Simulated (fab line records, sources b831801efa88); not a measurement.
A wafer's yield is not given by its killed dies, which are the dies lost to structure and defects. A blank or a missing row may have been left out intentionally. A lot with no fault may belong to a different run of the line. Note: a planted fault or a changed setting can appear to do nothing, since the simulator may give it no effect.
fab line records -- flow gf180mcu
[record] lots = 24, wafers = 72, last-day = 34
route steps=602 shown VT_IMPLANT@122 POLY_GATE@175 V2@407 V4@493 V5@544
lots that met no fault: taken from a fault-free run of the same line
start-h: hours from the record's first day to the start of the lot's first wafer shown -- wait-h: hours elapsed since this lot's preceding step -- " unchanged from the row above -- L1.1+2: a row that stands for several wafers -- - no value, or no start was given -- * or withheld: withheld -- < > ~ a bound
route shown NAME@n: a module of which the file shows steps, and the number in the route of the first -- usual: mean/standard deviation of fault-free wafers -- same: alike in all rows -- chamber/n: place in a boat -- sites: each site's reading -- _std_site: standard deviation across them -- _edge_site: inner sites' mean taken away from outer sites' mean -- radius-mm: how far each site lies from the wafer's centre -- mask NAME#n: copy n -- behind: tool/chamber where the wafer was last shaped -- hold: the reason the lot was held/the length of the hold in hours/how it ended -- device: whichever transistor did not switch (one of n, p or np) -- end of line: tests of these same wafers at the route's end -- step lacking rows: just its recipe -- killed: the dies lost at the first sort to structure and to defects; this is not the yield of the wafer -- map: the dies of a wafer, with x for killed, . for not killed, _ for no die there
set.NAME: setting as actually run; set.NAME@STEP: the setting as run at that earlier step -- model.NAME: the simulator's own value behind a step, which no gauge read
steps of the route over a sample of lots; a table a step, a row a wafer
services: when a tool's chamber went out of use (start-h, in hours from the record's first day, below 0 if earlier), for how many hours, and the reason
[[steps]]
[step GF_VT_IMPLANT_TW_MEAS_32]
[usual] VT_IMPLANT_3_TW = 269/3.2
lot.wafer,tool,chamber,start-h,wait-h,VT_IMPLANT_3_TW
L074.3,film-metro-04,-,140.61,0.1,265
L074.4,film-metro-04,-,140.61,0.1,266
L074.5,film-metro-04,-,140.61,0.1,267
L075.1,film-metro-02,-,147.29,0.1,265
L075.3,film-metro-02,-,147.29,0.1,265
L075.6,film-metro-02,-,147.29,0.1,265
L076.2,film-metro-03,-,156.09,0.1,274
L076.3,film-metro-03,-,156.09,0.1,271
L076.4,film-metro-03,-,156.09,0.1,272
L077.2,film-metro-04,-,162.05,0.1,267
L077.3,film-metro-04,-,162.05,0.1,269
L077.5,film-metro-04,-,162.05,0.1,267
L078.1,film-metro-02,-,166.33,0.1,267
L078.2,film-metro-02,-,166.33,0.1,267
L078.6,film-metro-02,-,166.33,0.1,267
L079.3,film-metro-02,-,177.30,0.1,268
L079.5,film-metro-02,-,177.30,0.1,267
L079.6,film-metro-02,-,177.30,0.1,268
L080.3,film-metro-02,-,181.09,0.1,267
L080.4,film-metro-02,-,181.09,0.1,266
L080.5,film-metro-02,-,181.09,0.1,267
L081.2,film-metro-02,-,188.83,0.1,266
L081.3,film-metro-02,-,188.83,0.1,268
L081.5,film-metro-02,-,188.83,0.1,266
L082.2,film-metro-04,-,195.09,0.1,270
L082.3,film-metro-04,-,195.09,0.1,268
L082.6,film-metro-04,-,195.09,0.1,267
L083.1,film-metro-04,-,202.48,0.1,269
L083.5,film-metro-04,-,202.48,0.1,268
L083.6,film-metro-04,-,202.48,0.1,267
L084.2,film-metro-02,-,207.10,0.1,269
L084.4,film-metro-02,-,207.10,0.1,267
L084.6,film-metro-02,-,207.10,0.1,268
L085.2,film-metro-03,-,212.65,0.1,275
L085.4,film-metro-03,-,212.65,0.1,275
L085.5,film-metro-03,-,212.65,0.1,273
L086.3,film-metro-03,-,216.74,0.1,274
L086.4,film-metro-03,-,216.74,0.1,273
L086.6,film-metro-03,-,216.74,0.1,273
L087.2,film-metro-03,-,227.88,0.1,274
L087.3,film-metro-03,-,227.88,0.1,274
L087.5,film-metro-03,-,227.88,0.1,274
L088.1,film-metro-02,-,232.72,0.1,270
L088.3,film-metro-02,-,232.72,0.1,269
L088.6,film-metro-02,-,232.72,0.1,268
L089.3,film-metro-03,-,241.14,0.1,277
L089.4,film-metro-03,-,241.14,0.1,276
L089.6,film-metro-03,-,241.14,0.1,277
L090.1,film-metro-04,-,244.49,0.1,267
L090.2,film-metro-04,-,244.49,0.1,267
L090.3,film-metro-04,-,244.49,0.1,268
L091.1,film-metro-04,-,250.33,0.1,267
L091.3,film-metro-04,-,250.33,0.1,268
L091.6,film-metro-04,-,250.33,0.1,266
L092.3,film-metro-04,-,259.94,0.1,267
L092.4,film-metro-04,-,259.94,0.1,267
L092.6,film-metro-04,-,259.94,0.1,267
L093.2,film-metro-02,-,263.29,0.1,267
L093.3,film-metro-02,-,263.29,0.1,268
L093.4,film-metro-02,-,263.29,0.1,268
L094.2,film-metro-04,-,271.74,0.1,266
L094.5,film-metro-04,-,271.74,0.1,266
L094.6,film-metro-04,-,271.74,0.1,265
L095.1,film-metro-02,-,276.07,0.1,269
L095.3,film-metro-02,-,276.07,0.1,269
L095.5,film-metro-02,-,276.07,0.1,268
L096.1,film-metro-03,-,285.23,0.1,275
L096.2,film-metro-03,-,285.23,0.1,274
L096.6,film-metro-03,-,285.23,0.1,276
L097.3,film-metro-04,-,290.40,0.1,269
L097.4,film-metro-04,-,290.40,0.1,268
L097.5,film-metro-04,-,290.40,0.1,270
[step GF_POLY_GATE_CD_MEAS_18]
[usual] cd-nm = 279.6/2
lot.wafer,tool,chamber,start-h,wait-h,cd-nm
L074.3,cd-sem-01,-,202.71,0.1,278.2
L074.4,cd-sem-01,-,202.71,0.1,275.7
L074.5,cd-sem-01,-,202.71,0.1,277.4
L075.1,cd-sem-01,-,207.87,0.1,278.9
L075.3,cd-sem-01,-,207.87,0.1,279.6
L075.6,cd-sem-01,-,207.87,0.1,280.0
L076.2,cd-sem-01,-,214.78,0.1,282.3
L076.3,cd-sem-01,-,214.78,0.1,281.1
L076.4,cd-sem-01,-,214.78,0.1,278.6
L077.2,cd-sem-01,-,226.03,0.1,281.0
L077.3,cd-sem-01,-,226.03,0.1,279.3
L077.5,cd-sem-01,-,226.03,0.1,277.7
L078.1,cd-sem-01,-,229.62,0.1,279.8
L078.2,cd-sem-01,-,229.62,0.1,280.6
L078.6,cd-sem-01,-,229.62,0.1,277.1
L079.3,cd-sem-01,-,239.39,0.1,278.7
L079.5,cd-sem-01,-,239.39,0.1,277.1
L079.6,cd-sem-01,-,239.39,0.1,277.9
L080.3,cd-sem-02,-,245.38,0.1,282.0
L080.4,cd-sem-02,-,245.38,0.1,277.8
L080.5,cd-sem-02,-,245.38,0.1,280.9
L081.2,cd-sem-01,-,252.59,0.1,279.6
L081.3,cd-sem-01,-,252.59,0.1,283.0
L081.5,cd-sem-01,-,252.59,0.1,281.1
L082.2,cd-sem-01,-,257.33,0.1,280.4
L082.3,cd-sem-01,-,257.33,0.1,281.2
L082.6,cd-sem-01,-,257.33,0.1,282.6
L083.1,cd-sem-02,-,264.62,0.1,281.3
L083.5,cd-sem-02,-,264.62,0.1,281.2
L083.6,cd-sem-02,-,264.62,0.1,284.5
L084.2,cd-sem-01,-,272.85,0.1,276.4
L084.4,cd-sem-01,-,272.85,0.1,281.2
L084.6,cd-sem-01,-,272.85,0.1,278.6
L085.2,cd-sem-02,-,277.85,0.1,282.4
L085.4,cd-sem-02,-,277.85,0.1,282.2
L085.5,cd-sem-02,-,277.85,0.1,282.5
L086.3,cd-sem-02,-,281.28,0.1,280.2
L086.4,cd-sem-02,-,281.28,0.1,281.4
L086.6,cd-sem-02,-,281.28,0.1,277.9
L087.2,cd-sem-02,-,292.20,0.1,281.4
L087.3,cd-sem-02,-,292.20,0.1,278.7
L087.5,cd-sem-02,-,292.20,0.1,280.2
L088.1,cd-sem-02,-,297.82,0.1,280.3
L088.3,cd-sem-02,-,297.82,0.1,280.7
L088.6,cd-sem-02,-,297.82,0.1,280.7
L089.3,cd-sem-02,-,307.88,0.1,278.7
L089.4,cd-sem-02,-,307.88,0.1,278.5
L089.6,cd-sem-02,-,307.88,0.1,278.5
L090.1,cd-sem-01,-,312.52,0.1,281.9
L090.2,cd-sem-01,-,312.52,0.1,282.3
L090.3,cd-sem-01,-,312.52,0.1,282.6
L091.1,cd-sem-02,-,318.44,0.1,277.9
L091.3,cd-sem-02,-,318.44,0.1,277.2
L091.6,cd-sem-02,-,318.44,0.1,279.2
L092.3,cd-sem-02,-,328.31,0.1,278.1
L092.4,cd-sem-02,-,328.31,0.1,281.7
L092.6,cd-sem-02,-,328.31,0.1,275.8
L093.2,cd-sem-01,-,334.29,0.1,279.0
L093.3,cd-sem-01,-,334.29,0.1,279.0
L093.4,cd-sem-01,-,334.29,0.1,278.5
L094.2,cd-sem-01,-,339.48,0.2,281.7
L094.5,cd-sem-01,-,339.48,0.2,277.7
L094.6,cd-sem-01,-,339.48,0.2,274.0
L095.1,cd-sem-02,-,346.42,0.1,279.6
L095.3,cd-sem-02,-,346.42,0.1,278.9
L095.5,cd-sem-02,-,346.42,0.1,277.3
L096.1,cd-sem-01,-,357.90,0.1,277.9
L096.2,cd-sem-01,-,357.90,0.1,276.1
L096.6,cd-sem-01,-,357.90,0.1,279.2
L097.3,cd-sem-01,-,360.76,0.1,280.9
L097.4,cd-sem-01,-,360.76,0.1,281.6
L097.5,cd-sem-01,-,360.76,0.1,279.8
[step GF_V2_THK_MEAS_25]
[recipe] thk-meas-gauge = xrf, reads = W_of_V2_CVD_23
[usual] V2_W_THK = 346/4.6
lot.wafer,tool,chamber,start-h,wait-h,V2_W_THK[nm]
L074.3,film-metro-04,-,466.65,0.1,338
L074.4,film-metro-04,-,466.65,0.1,342
L074.5,film-metro-04,-,466.65,0.1,342
L075.1,film-metro-04,-,474.42,0.1,340
L075.3,film-metro-04,-,474.42,0.1,339
L075.6,film-metro-04,-,474.42,0.1,335
L076.2,film-metro-01,-,485.24,0.1,356
L076.3,film-metro-01,-,485.24,0.1,351
L076.4,film-metro-01,-,485.24,0.1,349
L077.2,film-metro-04,-,497.63,0.1,344
L077.3,film-metro-04,-,497.63,0.1,346
L077.5,film-metro-04,-,497.63,0.1,340
L078.1,film-metro-04,-,503.27,0.1,344
L078.2,film-metro-04,-,503.27,0.1,341
L078.6,film-metro-04,-,503.27,0.1,346
L079.3,film-metro-04,-,517.09,0.1,341
L079.5,film-metro-04,-,517.09,0.1,344
L079.6,film-metro-04,-,517.09,0.1,346
L080.3,film-metro-04,-,525.96,0.1,342
L080.4,film-metro-04,-,525.96,0.1,344
L080.5,film-metro-04,-,525.96,0.1,342
L081.2,film-metro-04,-,532.73,0.1,345
L081.3,film-metro-04,-,532.73,0.1,347
L081.5,film-metro-04,-,532.73,0.1,345
L082.2,film-metro-03,-,538.40,0.1,342
L082.3,film-metro-03,-,538.40,0.1,345
L082.6,film-metro-03,-,538.40,0.1,342
L083.1,film-metro-01,-,549.14,0.1,341
L083.5,film-metro-01,-,549.14,0.1,343
L083.6,film-metro-01,-,549.14,0.1,340
L084.2,film-metro-03,-,558.30,0.1,347
L084.4,film-metro-03,-,558.30,0.1,341
L084.6,film-metro-03,-,558.30,0.1,348
L085.2,film-metro-04,-,564.04,0.1,345
L085.4,film-metro-04,-,564.04,0.1,341
L085.5,film-metro-04,-,564.04,0.1,345
L086.3,film-metro-03,-,564.09,0.1,349
L086.4,film-metro-03,-,564.09,0.1,345
L086.6,film-metro-03,-,564.09,0.1,345
L087.2,film-metro-04,-,580.19,0.1,344
L087.3,film-metro-04,-,580.19,0.1,350
L087.5,film-metro-04,-,580.19,0.1,345
L088.1,film-metro-04,-,584.62,0.1,343
L088.3,film-metro-04,-,584.62,0.1,343
L088.6,film-metro-04,-,584.62,0.1,346
L089.3,film-metro-04,-,593.69,0.1,348
L089.4,film-metro-04,-,593.69,0.1,350
L089.6,film-metro-04,-,593.69,0.1,349
L090.1,film-metro-04,-,599.24,0.1,353
L090.2,film-metro-04,-,599.24,0.1,354
L090.3,film-metro-04,-,599.24,0.1,353
L091.1,film-metro-04,-,607.22,0.1,346
L091.3,film-metro-04,-,607.22,0.1,345
L091.6,film-metro-04,-,607.22,0.1,336
L092.3,film-metro-04,-,615.16,0.1,344
L092.4,film-metro-04,-,615.16,0.1,344
L092.6,film-metro-04,-,615.16,0.1,343
L093.2,film-metro-01,-,622.25,0.1,350
L093.3,film-metro-01,-,622.25,0.1,349
L093.4,film-metro-01,-,622.25,0.1,345
L094.2,film-metro-03,-,627.49,0.1,351
L094.5,film-metro-03,-,627.49,0.1,353
L094.6,film-metro-03,-,627.49,0.1,349
L095.1,film-metro-01,-,634.17,0.1,354
L095.3,film-metro-01,-,634.17,0.1,354
L095.5,film-metro-01,-,634.17,0.1,357
L096.1,film-metro-01,-,645.28,0.1,354
L096.2,film-metro-01,-,645.28,0.1,350
L096.6,film-metro-01,-,645.28,0.1,353
L097.3,film-metro-03,-,646.53,0.1,349
L097.4,film-metro-03,-,646.53,0.1,352
L097.5,film-metro-03,-,646.53,0.1,350
[step GF_V4_ETCH_17]
[recipe] chemistry = C4F8/O2/Ar, mask-material = KrF, target = SiO2, stop-on = TiN, source-w = 1500, bias-w = 1200, pressure-mtorr = 40, c4f8-flow-sccm = withheld, O2_flow_sccm = 6, Ar_flow_sccm = 300, time-s = withheld, target-depth-a = 6300
[usual] oes-product-au = 0.855/0.0043
lot.wafer,tool,chamber,start-h,wait-h,oes-product-au
L074.3,rie-diel-04,3,-,-,0.852
L074.4,rie-diel-04,2,-,-,0.857
L074.5,rie-diel-04,1,-,-,0.854
L075.1,rie-diel-04,3,-,-,0.852
L075.3,rie-diel-04,2,-,-,0.856
L075.6,rie-diel-04,1,-,-,0.861
L076.2,rie-diel-04,1,-,-,0.859
L076.3,rie-diel-04,0,-,-,0.860
L076.4,rie-diel-04,3,-,-,0.861
L077.2,rie-diel-04,3,-,-,0.860
L077.3,rie-diel-04,1,-,-,0.859
L077.5,rie-diel-04,1,-,-,0.859
L078.1,rie-diel-02,1,-,-,0.848
L078.2,rie-diel-02,3,-,-,0.850
L078.6,rie-diel-02,1,-,-,0.853
L079.3,rie-diel-04,2,-,-,0.860
L079.5,rie-diel-04,3,-,-,0.859
L079.6,rie-diel-04,0,-,-,0.851
L080.3,rie-diel-04,2,-,-,0.853
L080.4,rie-diel-04,0,-,-,0.853
L080.5,rie-diel-04,2,-,-,0.858
L081.2,rie-diel-03,1,-,-,0.860
L081.3,rie-diel-03,0,-,-,0.857
L081.5,rie-diel-03,1,-,-,0.851
L082.2,rie-diel-04,3,-,-,0.851
L082.3,rie-diel-04,0,-,-,0.854
L082.6,rie-diel-04,1,-,-,0.854
L083.1,rie-diel-03,1,-,-,0.861
L083.5,rie-diel-03,2,-,-,0.860
L083.6,rie-diel-03,3,-,-,0.851
L084.2,rie-diel-03,0,-,-,0.858
L084.4,rie-diel-03,1,-,-,0.865
L084.6,rie-diel-03,1,-,-,0.853
L086.3,rie-diel-04,3,-,-,0.854
L086.4,rie-diel-04,2,-,-,0.859
L086.6,rie-diel-04,0,-,-,0.850
L085.2,rie-diel-02,1,-,-,0.855
L085.4,rie-diel-02,2,-,-,0.858
L085.5,rie-diel-02,0,-,-,0.853
L087.2,rie-diel-03,0,-,-,0.856
L087.3,rie-diel-03,3,-,-,0.852
L087.5,rie-diel-03,3,-,-,0.856
L088.1,rie-diel-02,0,-,-,0.853
L088.3,rie-diel-02,1,-,-,0.852
L088.6,rie-diel-02,0,-,-,0.861
L089.3,rie-diel-02,1,-,-,0.850
L089.4,rie-diel-02,3,-,-,0.855
L089.6,rie-diel-02,3,-,-,0.847
L090.1,rie-diel-02,3,-,-,0.855
L090.2,rie-diel-02,0,-,-,0.857
L090.3,rie-diel-02,1,-,-,0.858
L091.1,rie-diel-02,0,-,-,0.849
L091.3,rie-diel-02,3,-,-,0.865
L091.6,rie-diel-02,2,-,-,0.857
L092.3,rie-diel-04,1,-,-,0.858
L092.4,rie-diel-04,3,-,-,0.866
L092.6,rie-diel-04,3,-,-,0.862
L093.2,rie-diel-02,1,-,-,0.856
L093.3,rie-diel-02,3,-,-,0.855
L093.4,rie-diel-02,2,-,-,0.852
L094.2,rie-diel-02,2,-,-,0.849
L094.5,rie-diel-02,0,-,-,0.853
L094.6,rie-diel-02,1,-,-,0.853
L095.1,rie-diel-04,0,-,-,0.853
L095.3,rie-diel-04,1,-,-,0.851
L095.5,rie-diel-04,0,-,-,0.856
L096.1,rie-diel-02,3,-,-,0.861
L096.2,rie-diel-02,2,-,-,0.856
L096.6,rie-diel-02,3,-,-,0.848
L097.3,rie-diel-04,2,-,-,0.852
L097.4,rie-diel-04,3,-,-,0.854
L097.5,rie-diel-04,3,-,-,0.851
[step GF_V5_CMP_04]
[recipe] material = SiO2, down-force-psi = 4, platen-rpm = 60, pad-velocity-m-s = 0.94248
[usual] motor-current-A = 11.6/1.4
lot.wafer,tool,chamber,start-h,wait-h,motor-current-A
L074.4,cmp-02,1,611.18,0.1,14.8
L074.3,cmp-02,3,611.18,0.1,10.9
L074.5,cmp-02,0,611.18,0.1,12.5
L075.3,cmp-02,3,616.70,0.1,10.9
L075.1,cmp-02,0,616.70,0.1,11.1
L075.6,cmp-02,1,616.70,0.1,14.8
L076.2,cmp-01,0,628.10,0.0,10.1
L076.4,cmp-01,1,628.10,0.0,13.5
L076.3,cmp-01,2,628.10,0.0,12.5
L077.3,cmp-02,1,637.62,0.1,13.5
L077.2,cmp-02,2,637.62,0.1,12.0
L077.5,cmp-02,0,637.62,0.1,11.4
L078.1,cmp-01,0,641.20,0.1,10.4
L078.2,cmp-01,1,641.20,0.1,12.5
L078.6,cmp-01,3,641.20,0.1,10.3
L079.3,cmp-02,0,655.18,0.2,11.6
L079.5,cmp-02,1,655.18,0.2,14.0
L079.6,cmp-02,2,655.18,0.2,12.5
L080.4,cmp-01,0,660.83,0.0,9.8
L080.3,cmp-01,3,660.83,0.0,9.5
L080.5,cmp-01,0,660.83,0.0,9.7
L081.2,cmp-01,2,667.11,0.0,12.7
L081.3,cmp-01,1,667.11,0.0,12.9
L081.5,cmp-01,2,667.11,0.0,12.1
L082.2,cmp-01,0,672.03,0.0,9.5
L082.3,cmp-01,3,672.03,0.0,10.4
L082.6,cmp-01,0,672.03,0.0,9.5
L083.1,cmp-01,0,679.56,0.1,10.4
L083.5,cmp-01,3,679.56,0.1,9.9
L083.6,cmp-01,0,679.56,0.1,9.9
L084.4,cmp-01,0,688.25,0.1,10.2
L084.2,cmp-01,1,688.25,0.1,12.6
L084.6,cmp-01,0,688.25,0.1,10.1
L086.3,cmp-01,0,693.90,0.1,10.0
L086.4,cmp-01,2,693.90,0.1,12.6
L086.6,cmp-01,3,693.90,0.1,10.6
L085.2,cmp-01,2,695.40,0.1,12.0
L085.4,cmp-01,0,695.40,0.1,10.6
L085.5,cmp-01,2,695.40,0.1,12.8
L087.2,cmp-01,2,708.33,0.1,12.5
L087.3,cmp-01,0,708.33,0.1,10.0
L087.5,cmp-01,1,708.33,0.1,12.7
L088.1,cmp-02,1,711.58,0.1,14.2
L088.3,cmp-02,3,711.58,0.1,11.3
L088.6,cmp-02,1,711.58,0.1,14.1
L089.3,cmp-02,3,719.08,0.0,11.5
L089.4,cmp-02,1,719.08,0.0,14.3
L089.6,cmp-02,3,719.08,0.0,10.9
L090.1,cmp-01,2,724.81,0.1,12.0
L090.2,cmp-01,3,724.81,0.1,9.8
L090.3,cmp-01,0,724.81,0.1,9.7
L091.1,cmp-01,2,730.15,0.1,12.3
L091.3,cmp-01,0,730.15,0.1,10.1
L091.6,cmp-01,3,730.15,0.1,9.9
L092.3,cmp-01,2,737.64,0.0,11.7
L092.4,cmp-01,3,737.64,0.0,9.3
L092.6,cmp-01,3,737.64,0.0,10.4
L093.2,cmp-01,2,743.28,0.0,12.6
L093.4,cmp-01,3,743.28,0.0,10.0
L093.3,cmp-01,0,743.28,0.0,10.2
L094.2,cmp-01,3,747.61,0.1,9.8
L094.6,cmp-01,3,747.61,0.1,10.2
L094.5,cmp-01,0,747.61,0.1,9.9
L095.3,cmp-01,0,753.69,0.1,9.6
L095.1,cmp-01,2,753.69,0.1,12.1
L095.5,cmp-01,0,753.69,0.1,10.4
L096.2,cmp-02,0,762.09,0.1,11.6
L096.1,cmp-02,1,762.09,0.1,13.5
L096.6,cmp-02,3,762.09,0.1,10.7
L097.4,cmp-01,3,763.46,0.2,9.8
L097.3,cmp-01,0,763.46,0.2,9.7
L097.5,cmp-01,3,763.46,0.2,9.9
[step GF_V5_ETCH_16]
[recipe] chemistry = N2/H2, target-depth-a = withheld, overetch-a = withheld, time-s = withheld, target = BARC, ion-energy-ev = 200, source-w = 500, bias-w = 100, pressure-mtorr = 30, n2-flow-sccm = 100, h2-flow-sccm = 200
[usual] drypump-motor-current-A = 5.7/0.51, h2-flow-sccm = 200.1/0.63, oes-product-au = 0.855/0.0046, throttle-valve-pct = 13.226/0.0099
lot.wafer,tool,chamber,start-h,wait-h,drypump-motor-current-A,h2-flow-sccm,oes-product-au,throttle-valve-pct
L074.3,rie-diel-01,3,631.82,0.0,6.0,200.4,0.856,13.235
L074.4,rie-diel-01,1,631.82,0.0,5.5,200.2,0.860,13.216
L074.5,rie-diel-01,0,631.82,0.0,5.1,199.6,0.857,13.225
L075.1,rie-diel-01,1,637.52,0.0,5.6,200.8,0.845,13.221
L075.3,rie-diel-01,0,637.52,0.0,5.1,199.5,0.855,13.225
L075.6,rie-diel-01,1,637.52,0.0,5.5,200.8,0.855,13.233
L076.2,rie-diel-02,1,648.55,0.0,6.7,200.5,0.857,13.220
L076.3,rie-diel-02,3,648.55,0.0,6.4,200.9,0.854,13.216
L076.4,rie-diel-02,2,648.55,0.0,5.5,200.2,0.858,13.230
L077.2,rie-diel-02,0,657.25,0.0,5.7,200.5,0.852,13.245
L077.3,rie-diel-02,3,657.25,0.0,6.4,199.3,0.857,13.221
L077.5,rie-diel-02,2,657.25,0.0,5.5,200.1,0.852,13.230
L078.1,rie-diel-03,3,661.30,0.0,6.0,200.0,0.853,13.240
L078.2,rie-diel-03,2,661.30,0.0,5.3,201.1,0.855,13.227
L078.6,rie-diel-03,1,661.30,0.0,5.8,200.0,0.857,13.225
L079.3,rie-diel-03,2,674.85,0.0,5.4,199.0,0.850,13.229
L079.5,rie-diel-03,2,674.85,0.0,5.3,199.8,0.847,13.224
L079.6,rie-diel-03,0,674.85,0.0,6.6,200.6,0.853,13.229
L080.3,rie-diel-01,1,680.40,0.0,5.5,200.0,0.862,13.227
L080.4,rie-diel-01,3,680.40,0.0,6.0,199.6,0.851,13.227
L080.5,rie-diel-01,3,680.40,0.0,6.0,199.2,0.851,13.233
L081.2,rie-diel-01,1,686.28,0.0,5.5,199.9,0.859,13.235
L081.3,rie-diel-01,2,686.28,0.0,5.0,199.6,0.845,13.202
L081.5,rie-diel-01,3,686.28,0.0,6.0,200.1,0.844,13.223
L082.2,rie-diel-01,0,691.13,0.0,5.1,200.5,0.854,13.221
L082.3,rie-diel-01,3,691.13,0.0,6.0,200.0,0.853,13.234
L082.6,rie-diel-01,2,691.13,0.0,5.0,199.8,0.855,13.222
L083.1,rie-diel-02,0,698.78,0.0,5.6,200.0,0.851,13.218
L083.5,rie-diel-02,0,698.78,0.0,5.7,200.0,0.851,13.232
L083.6,rie-diel-02,3,698.78,0.0,6.4,199.0,0.854,13.234
L084.2,rie-diel-03,0,707.25,0.0,6.7,199.4,0.849,13.220
L084.4,rie-diel-03,1,707.25,0.0,5.8,199.6,0.862,13.238
L084.6,rie-diel-03,3,707.25,0.0,6.0,199.6,0.847,13.234
L086.3,rie-diel-01,1,712.62,0.0,5.5,200.0,0.861,13.224
L086.4,rie-diel-01,3,712.62,0.0,6.0,199.7,0.851,13.226
L086.6,rie-diel-01,1,712.62,0.0,5.5,200.7,0.851,13.220
L085.2,rie-diel-01,3,713.75,0.0,6.0,200.5,0.854,13.217
L085.4,rie-diel-01,3,713.75,0.0,6.0,200.5,0.854,13.212
L085.5,rie-diel-01,1,713.75,0.0,5.5,200.8,0.862,13.232
L087.2,rie-diel-03,2,726.05,0.0,5.3,200.5,0.860,13.237
L087.3,rie-diel-03,3,726.05,0.0,6.0,199.4,0.854,13.235
L087.5,rie-diel-03,1,726.05,0.0,5.9,200.6,0.852,13.204
L088.1,rie-diel-01,0,729.77,0.0,5.1,198.9,0.859,13.242
L088.3,rie-diel-01,1,729.77,0.0,5.5,200.8,0.856,13.211
L088.6,rie-diel-01,0,729.77,0.0,5.1,199.2,0.854,13.210
L089.3,rie-diel-01,0,736.98,0.0,5.1,200.9,0.860,13.221
L089.4,rie-diel-01,2,736.98,0.0,5.0,200.1,0.851,13.213
L089.6,rie-diel-01,1,736.98,0.0,5.5,199.5,0.856,13.238
L090.1,rie-diel-03,1,742.67,0.0,5.9,200.0,0.850,13.228
L090.2,rie-diel-03,2,742.67,0.0,5.3,200.1,0.857,13.219
L090.3,rie-diel-03,3,742.67,0.0,6.0,199.9,0.858,13.223
L091.1,rie-diel-01,2,747.28,0.0,5.0,199.1,0.850,13.220
L091.3,rie-diel-01,0,747.28,0.0,5.1,201.0,0.858,13.226
L091.6,rie-diel-01,0,747.28,0.0,5.1,200.7,0.856,13.213
L092.3,rie-diel-01,1,755.07,0.0,5.5,201.2,0.865,13.241
L092.4,rie-diel-01,3,755.07,0.0,6.0,199.6,0.855,13.230
L092.6,rie-diel-01,0,755.07,0.0,5.1,200.7,0.855,13.223
L093.2,rie-diel-02,1,760.18,0.0,6.7,200.4,0.859,13.243
L093.3,rie-diel-02,3,760.18,0.0,6.4,199.4,0.855,13.216
L093.4,rie-diel-02,2,760.18,0.0,5.5,198.7,0.867,13.239
L094.2,rie-diel-03,3,764.12,0.0,6.0,199.9,0.850,13.215
L094.5,rie-diel-03,0,764.12,0.0,6.6,200.8,0.857,13.226
L094.6,rie-diel-03,3,764.12,0.0,6.0,200.2,0.852,13.226
L095.1,rie-diel-03,3,770.27,0.0,6.0,199.8,0.861,13.236
L095.3,rie-diel-03,1,770.27,0.0,5.9,199.7,0.862,13.236
L095.5,rie-diel-03,1,770.27,0.0,5.9,200.8,0.866,13.239
L096.1,rie-diel-03,2,778.77,0.0,5.3,200.7,0.860,13.225
L096.2,rie-diel-03,0,778.77,0.0,6.5,199.2,0.854,13.242
L096.6,rie-diel-03,3,778.77,0.0,6.1,200.1,0.852,13.215
L097.3,rie-diel-03,3,779.48,0.0,6.0,200.7,0.850,13.224
L097.4,rie-diel-03,0,779.48,0.0,6.6,200.5,0.857,13.232
L097.5,rie-diel-03,2,779.48,0.0,5.3,200.0,0.854,13.214
[[services]]
tool,chamber,start-h,hours,kind
rie-diel-04,3,542.34,6.0,repair
rie-diel-02,0,543.70,4.2,repair
rie-diel-01,2,557.65,9.7,repair
cmp-01,-,563.35,2.3,repair
cmp-01,-,573.11,4.0,pm
rie-diel-04,2,580.00,8.3,repair
rie-diel-02,2,590.99,21.0,repair
rie-diel-01,2,597.54,15.3,repair
cmp-01,-,616.10,4.1,pm
rie-diel-01,2,617.91,7.4,repair
rie-diel-03,0,631.71,6.1,repair
rie-diel-02,-,634.03,0.3,repair
rie-diel-02,-,654.99,0.8,repair
rie-diel-03,1,661.49,22.6,repair
rie-diel-01,2,673.41,4.2,repair
cmp-01,-,685.62,0.9,repair
rie-diel-03,3,690.92,3.5,repair
rie-diel-01,0,693.07,3.3,repair
rie-diel-01,-,695.56,14.6,pm
rie-diel-01,2,712.19,9.2,repair
rie-diel-01,0,712.85,7.5,repair
rie-diel-03,2,719.15,6.8,repair
rie-diel-01,3,726.05,9.6,repair
rie-diel-02,3,771.95,8.5,repair
[[key]]
fault none
